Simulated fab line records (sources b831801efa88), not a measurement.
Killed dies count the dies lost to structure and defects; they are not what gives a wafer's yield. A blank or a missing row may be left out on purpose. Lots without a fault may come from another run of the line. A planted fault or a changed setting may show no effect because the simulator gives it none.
The tool behind it: which one? -- flow gf180mcu -- 24 lots with 72 wafers sampled at 5 steps, on a route of 602 steps

== WHAT THE GAUGES SHOWED, per wafer ==
GF_MIM_THK_MEAS_06.
lot,measured,on,MIM_CVD_05_THK (nm)
L074,day 25 10:24,film_metro-01,41.4 41.1 41.5
L075,day 25 20:18,film_metro-04,42.5 41.6 41.6
L076,day 25 21:23,film_metro-01,40.8 40.9 42.4
L077,day 26 13:07,film_metro-02,42.3 41.4 42.7
L078,day 26 23:30,film_metro-02,42.0 43.2 42.2
L079,day 27 04:44,film_metro-01,41.8 41.1 42.4
L080,day 27 04:47,film_metro-02,42.2 41.8 42.7
L081,day 27 20:31,film_metro-02,41.9 42.9 42.9
L082,day 27 21:02,film_metro-01,41.3 41.2 41.4
L083,day 28 07:58,film_metro-04,42.2 43.1 43.5
L084,day 28 13:01,film_metro-02,41.9 42.5 42.4
L085,day 28 23:41,film_metro-04,41.9 41.7 42.4
L086,day 29 00:04,film_metro-04,41.5 41.6 42.3
L087,day 29 08:29,film_metro-01,41.6 42.0 42.2
L088,day 29 12:11,film_metro-02,41.9 41.5 42.4
L089,day 29 21:15,film_metro-04,41.4 41.7 42.5
L090,day 30 04:12,film_metro-01,42.6 42.4 42.8
L091,day 30 12:27,film_metro-02,41.4 41.8 41.8
L092,day 30 16:09,film_metro-04,40.6 41.0 41.6
L093,day 30 18:18,film_metro-01,42.4 42.8 42.9
L094,day 31 01:58,film_metro-02,41.5 41.6 42.5
L095,day 31 09:52,film_metro-04,41.6 41.6 42.1
L096,day 31 14:59,film_metro-02,41.7 43.0 42.4
L097,day 32 00:00,film_metro-02,40.2 42.3 41.0

== TOOL THAT RAN EACH LOT (tool first, then ch and the chambers of the sampled wafers, then the start) ==
lot,GF_STI_CMP_25,GF_CONTACT_PEB_12,GF_V3_CMP_26,GF_M4_METAL_ETCH_16
L074,"cmp-02 ch 0,1,3, day 2 10:05","litho_track-03 ch 0, day 23 13:03 or earlier","cmp-01 ch 0,2,3, day 23 13:03","rie_metal-04 ch 0,1, day 24 12:13"
L075,"cmp-01 ch 2,3, day 2 10:20","litho_track-03 ch 0, day 23 22:51 or earlier","cmp-01 ch 1,2, day 23 22:51","rie_metal-03 ch 0,1, day 24 20:28"
L076,"cmp-01 ch 0,1,3, day 2 17:07","litho_track-01 ch 0, day 24 00:37 or earlier","cmp-01 ch 0,2,3, day 24 00:37","rie_metal-01 ch 0,1, day 24 21:55"
L077,"cmp-02 ch 1,2,3, day 3 01:19","litho_track-01 ch 0, day 24 15:44 or earlier","cmp-01 ch 1,2,3, day 24 15:44","rie_metal-03 ch 0,1, day 25 12:28"
L078,"cmp-01 ch 0,1,3, day 3 02:37","litho_track-01 ch 0, day 25 01:11 or earlier","cmp-01 ch 0,1, day 25 01:11","rie_metal-01 ch 0,1, day 25 22:52"
L079,"cmp-01 ch 0,1,3, day 3 07:09","litho_track-02 ch 0, day 25 06:17 or earlier","cmp-02 ch 1,2,3, day 25 06:17","rie_metal-04 ch 0,1, day 26 04:25"
L080,"cmp-02 ch 0,2, day 3 12:43","litho_track-02 ch 0, day 25 07:14 or earlier","cmp-02 ch 0,2, day 25 07:14","rie_metal-01 ch 0,1, day 26 04:49"
L081,"cmp-02 ch 1,2, day 3 16:26","litho_track-01 ch 0, day 25 23:16 or earlier","cmp-01 ch 0,3, day 25 23:16","rie_metal-01 ch 0, day 26 21:07"
L082,"cmp-01 ch 0,3, day 3 21:14","litho_track-01 ch 0, day 25 23:26 or earlier","cmp-02 ch 0,1,2, day 25 23:26","rie_metal-04 ch 0,1, day 26 21:28"
L083,"cmp-01 ch 1,2,3, day 4 02:28","litho_track-03 ch 0, day 26 11:41 or earlier","cmp-01 ch 2,3, day 26 11:41","rie_metal-03 ch 0, day 27 08:52"
L084,"cmp-01 ch 0,3, day 4 08:31","litho_track-02 ch 0, day 26 17:17 or earlier","cmp-01 ch 0,2,3, day 26 17:17","rie_metal-03 ch 0,1, day 27 14:22"
L085,"cmp-01 ch 1,2,3, day 4 12:22","litho_track-03 ch 0, day 27 03:29 or earlier","cmp-02 ch 1,2, day 27 03:29","rie_metal-03 ch 0,1, day 28 00:22"
L086,"cmp-01 ch 0,2, day 4 17:45","litho_track-01 ch 0, day 27 03:55 or earlier","cmp-01 ch 0,2,3, day 27 03:55","rie_metal-01 ch 1, day 28 00:46"
L087,"cmp-02 ch 0,1,3, day 4 22:52","litho_track-02 ch 0, day 27 13:03 or earlier","cmp-01 ch 0,1,2, day 27 13:03","rie_metal-04 ch 0,1, day 28 09:10"
L088,"cmp-01 ch 0,1,3, day 5 04:37","litho_track-02 ch 0, day 27 16:58 or earlier","cmp-01 ch 1,2,3, day 27 16:58","rie_metal-01 ch 0,1, day 28 13:31"
L089,"cmp-01 ch 1,2,3, day 5 08:56","litho_track-02 ch 0, day 28 02:44 or earlier","cmp-01 ch 1,2, day 28 02:44","rie_metal-01 ch 0,1, day 28 23:16"
L090,"cmp-01 ch 0,1, day 5 14:46","litho_track-03 ch 0, day 28 08:56 or earlier","cmp-01 ch 0,3, day 28 08:56","rie_metal-04 ch 0, day 29 05:28"
L091,"cmp-01 ch 1,3, day 5 18:58","litho_track-01 ch 0, day 28 16:52 or earlier","cmp-01 ch 0,1, day 28 16:52","rie_metal-01 ch 0, day 29 13:10"
L092,"cmp-01 ch 0,1,3, day 6 01:49","litho_track-03 ch 0, day 28 21:34 or earlier","cmp-02 ch 0,1,3, day 28 21:34","rie_metal-01 ch 0,1, day 29 17:21"
L093,"cmp-01 ch 0,1,2, day 6 06:05","litho_track-02 ch 0, day 28 23:50 or earlier","cmp-02 ch 0,1,2, day 28 23:50","rie_metal-04 ch 0, day 29 19:52"
L094,"cmp-02 ch 0,2,3, day 6 11:37","litho_track-02 ch 0, day 29 08:17 or earlier","cmp-01 ch 0,1,2, day 29 08:17","rie_metal-03 ch 0, day 30 04:22"
L095,"cmp-01 ch 0,1,3, day 6 16:49","litho_track-02 ch 0, day 29 16:19 or earlier","cmp-01 ch 1,2,3, day 29 16:19","rie_metal-03 ch 0, day 30 12:02"
L096,"cmp-02 ch 0,3, day 6 23:01","litho_track-02 ch 0, day 29 21:58 or earlier","cmp-01 ch 0,1,2, day 29 21:58","rie_metal-03 ch 0, day 30 17:10"
L097,"cmp-02 ch 0,1,3, day 7 03:59","litho_track-02 ch 0, day 30 08:05 or earlier","cmp-02 ch 2,3, day 30 08:05","rie_metal-01 ch 0,1, day 31 02:37"
- GF_STI_CMP_25: polishes, stops on Si3N4, t overpolish 33 s, target thk 524.6 nm.
- GF_CONTACT_PEB_12: peb time 91.29 s.
- GF_V3_CMP_26: polishes, stops on SiO2, t overpolish 15 s, target thk 0 nm.
- GF_M4_METAL_ETCH_16: etches the open film in Cl2/BCl3, stops on SiO2, target depth 627.5 nm, time 104.6 s.

== WHAT THE TOOLS THEMSELVES READ (means of the sampled wafers that have a number; where no wafer has one, the mark that the record gives instead) ==
GF_STI_CMP_25.
lot,tool,head_pressure_psi (psi),motor_current_A (A),overpolish_run_s (s),slurry_filter_dp_kPa (kPa),time_to_endpoint_s (s)
L074,cmp-02,3.998,12.5,33.000,13.47,122
L075,cmp-01,3.996,12.3,33.007,13.58,124
L076,cmp-01,4.002,12.3,33.000,13.59,119
L077,cmp-02,3.993,12.4,33.006,13.37,122
L078,cmp-01,4.003,12.0,33.006,13.48,112
L079,cmp-01,4.002,12.3,33.009,13.59,119
L080,cmp-02,4.005,13.3,32.999,13.61,119
L081,cmp-02,3.997,12.2,33.001,13.47,119
L082,cmp-01,3.999,12.7,32.999,13.56,122
L083,cmp-01,4.002,12.1,33.003,13.40,113
L084,cmp-01,3.997,12.5,33.007,13.37,113
L085,cmp-01,4.007,12.2,32.996,13.40,118
L086,cmp-01,3.995,12.3,32.994,13.61,118
L087,cmp-02,4.000,12.5,33.008,13.42,122
L088,cmp-01,3.999,12.6,32.998,13.52,121
L089,cmp-01,3.994,12.4,32.993,13.53,118
L090,cmp-01,4.003,12.0,33.001,13.47,114
L091,cmp-01,4.002,11.9,32.998,13.52,113
L092,cmp-01,3.994,11.8,32.993,13.49,114
L093,cmp-01,3.999,12.5,33.003,13.57,115
L094,cmp-02,3.999,12.7,33.008,13.49,125
L095,cmp-01,3.999,12.5,33.008,13.47,113
L096,cmp-02,3.994,12.5,33.004,13.56,129
L097,cmp-02,3.999,12.3,33.003,13.50,127

GF_CONTACT_PEB_12.
lot,tool,exhaust_pa (Pa),plate_sensor_t_centre_C (C),plate_sensor_t_edge_C (C)
L074,litho_track-03,44.3,136.13,136.30
L075,litho_track-03,45.6,136.12,136.29
L076,litho_track-01,44.7,136.14,136.30
L077,litho_track-01,44.6,136.12,136.30
L078,litho_track-01,45.7,136.13,136.29
L079,litho_track-02,44.5,136.13,136.29
L080,litho_track-02,45.5,136.13,136.29
L081,litho_track-01,44.9,136.13,136.29
L082,litho_track-01,43.4,136.13,136.31
L083,litho_track-03,46.4,136.13,136.29
L084,litho_track-02,45.5,136.13,136.29
L085,litho_track-03,45.5,136.14,136.30
L086,litho_track-01,44.7,136.13,136.29
L087,litho_track-02,45.6,136.12,136.29
L088,litho_track-02,46.1,136.12,136.29
L089,litho_track-02,43.4,136.13,136.30
L090,litho_track-03,44.8,136.12,136.30
L091,litho_track-01,44.7,136.12,136.29
L092,litho_track-03,43.9,136.13,136.29
L093,litho_track-02,45.5,136.12,136.30
L094,litho_track-02,44.4,136.13,136.29
L095,litho_track-02,44.5,136.13,136.29
L096,litho_track-02,45.7,136.13,136.30
L097,litho_track-02,45.4,136.14,136.30

GF_V3_CMP_26.
lot,tool,head_pressure_psi (psi),motor_current_A (A),overpolish_run_s (s),slurry_filter_dp_kPa (kPa),time_to_endpoint_s (s)
L074,cmp-01,3.507,11.2,14.998,13.33,79
L075,cmp-01,3.511,11.4,15.015,13.46,76
L076,cmp-01,3.502,11.4,14.995,13.53,81
L077,cmp-01,3.502,11.2,14.997,13.59,81
L078,cmp-01,3.508,11.7,14.995,13.41,78
L079,cmp-02,3.499,11.4,14.994,13.60,84
L080,cmp-02,3.497,12.0,15.001,13.54,88
L081,cmp-01,3.493,11.3,15.006,13.48,79
L082,cmp-02,3.505,11.6,14.995,13.38,86
L083,cmp-01,3.498,11.4,14.997,13.67,80
L084,cmp-01,3.500,11.6,15.005,13.48,79
L085,cmp-02,3.506,11.6,15.003,13.48,85
L086,cmp-01,3.503,11.4,14.992,13.37,79
L087,cmp-01,3.504,11.6,15.000,13.56,82
L088,cmp-01,3.493,11.2,15.002,13.57,85
L089,cmp-01,3.499,11.3,14.994,13.42,83
L090,cmp-01,3.496,11.3,15.006,13.60,85
L091,cmp-01,3.504,11.6,14.996,13.49,82
L092,cmp-02,3.494,11.3,15.008,13.34,89
L093,cmp-02,3.492,11.7,15.001,13.56,87
L094,cmp-01,3.501,11.2,15.002,13.53,77
L095,cmp-01,3.495,11.2,14.996,13.48,79
L096,cmp-01,3.502,11.0,14.993,13.54,84
L097,cmp-02,3.495,12.2,15.007,13.56,87

GF_M4_METAL_ETCH_16.
lot,tool,chamber_pressure_mTorr (mTorr),drypump_motor_current_A (A),oes_product_au (a.u.),throttle_valve_pct (%)
L074,rie_metal-04,8.004,6.6,0.989,28.230
L075,rie_metal-03,8.000,5.8,0.986,28.245
L076,rie_metal-01,7.995,5.8,0.987,28.247
L077,rie_metal-03,7.999,5.8,0.989,28.232
L078,rie_metal-01,7.992,5.6,0.983,28.252
L079,rie_metal-04,7.995,6.7,0.987,28.235
L080,rie_metal-01,8.003,5.6,0.984,28.234
L081,rie_metal-01,7.999,5.9,0.982,28.236
L082,rie_metal-04,8.008,6.6,0.986,28.232
L083,rie_metal-03,8.001,5.1,0.987,28.239
L084,rie_metal-03,7.998,5.8,0.980,28.240
L085,rie_metal-03,7.999,5.8,0.984,28.232
L086,rie_metal-01,8.004,5.5,0.985,28.233
L087,rie_metal-04,8.001,6.6,0.987,28.233
L088,rie_metal-01,8.008,5.6,0.975,28.232
L089,rie_metal-01,8.005,5.6,0.974,28.245
L090,rie_metal-04,8.006,6.7,0.983,28.232
L091,rie_metal-01,7.994,5.9,0.976,28.244
L092,rie_metal-01,7.997,5.8,0.978,28.242
L093,rie_metal-04,7.997,6.8,0.977,28.237
L094,rie_metal-03,7.997,5.1,0.980,28.243
L095,rie_metal-03,8.000,5.1,0.985,28.235
L096,rie_metal-03,8.005,5.1,0.989,28.239
L097,rie_metal-01,7.997,5.8,0.986,28.235

== THE ANSWER, worked out from the rows above alone ==
Rule: the lots themselves supply what counts as usual. Put in order of their means at a reading, lots are off if they are a third of the lots or fewer, leave a main group of 4 or more, and stand apart from it by a gap of 3 or more times the standard deviation of the main group's means; of several such gaps the widest counts. Not used: any main group whose means are identical at the precision the tables above print for the reading. A lot without any number at a reading at which 4 lots or more have one is off too. Any other lot the step has rows for is counted as sound. First the gauges in route order, then the tools' own readings, where a lot's mean is used as printed above. At the first step where some lot is off, the reading lying furthest off is the one used; lots without a number count as furthest.
No lot is off on any of the readings shown, so nothing can be concluded from this.

== WHAT THE SIMULATOR HAD PUT IN ==
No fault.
